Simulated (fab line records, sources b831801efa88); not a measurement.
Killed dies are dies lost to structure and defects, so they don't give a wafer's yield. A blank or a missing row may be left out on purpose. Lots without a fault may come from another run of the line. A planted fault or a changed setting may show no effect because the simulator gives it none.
Chamber matching | flow gf180mcu | GF_STI_ETCH_13 on rie_diel-04: 4 sister chambers
The step etches the open film in CHF3/O2, stops on Si, target depth 282.31 nm, time 112.9 s. 4 wafers are shown with their chamber, then 12 later ones without.

WAFERS WITH THEIR CHAMBER
wafer  | chamber | drypump_motor_current_A (A)
L085.3 | 3       | 5.2
L086.6 | 2       | 5.7
L087.5 | 0       | 5.8
L087.6 | 1       | 5.8

WAFERS WITHOUT THEIR CHAMBER
wafer  | drypump_motor_current_A (A)
L088.1 | 5.7
L088.2 | 5.9
L088.3 | 5.1
L094.2 | 5.8
L094.3 | 5.8
L094.6 | 5.8
L096.2 | 5.8
L096.3 | 5.1
L096.4 | 5.7
L097.1 | 5.2
L097.3 | 5.9
L097.4 | 5.8

WHICH CHAMBER EACH WENT THROUGH
wafer  | from the rows above          | in truth
L088.1 | can't be placed: 2 or 0 or 1 | 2
L088.2 | can't be placed: 0 or 1 or 2 | 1
L088.3 | 3                            | 3
L094.2 | can't be placed: 0 or 1 or 2 | 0
L094.3 | can't be placed: 0 or 1 or 2 | 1
L094.6 | can't be placed: 0 or 1 or 2 | 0
L096.2 | can't be placed: 0 or 1 or 2 | 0
L096.3 | 3                            | 3
L096.4 | can't be placed: 2 or 0 or 1 | 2
L097.1 | 3                            | 3
L097.3 | can't be placed: 0 or 1 or 2 | 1
L097.4 | can't be placed: 0 or 1 or 2 | 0
Placed correctly: 3 of 12. Can't be placed from these rows: 9 (the true chamber is among the candidates in 9). Placed wrongly: 0.
How it was worked out, from the rows above alone: a wafer's distance from a chamber is the root of the sum, over the readings, of the square of ((its reading less the chamber's mean) divided by the reading's scatter). The wafer belongs to the nearest chamber; if the next one is less than 2 further off, it can't be placed. A chamber's mean is the mean of its shown wafers. The scatter: with one shown wafer a chamber, the root of the mean of the squares of how far each hidden wafer lies from its nearest shown one.
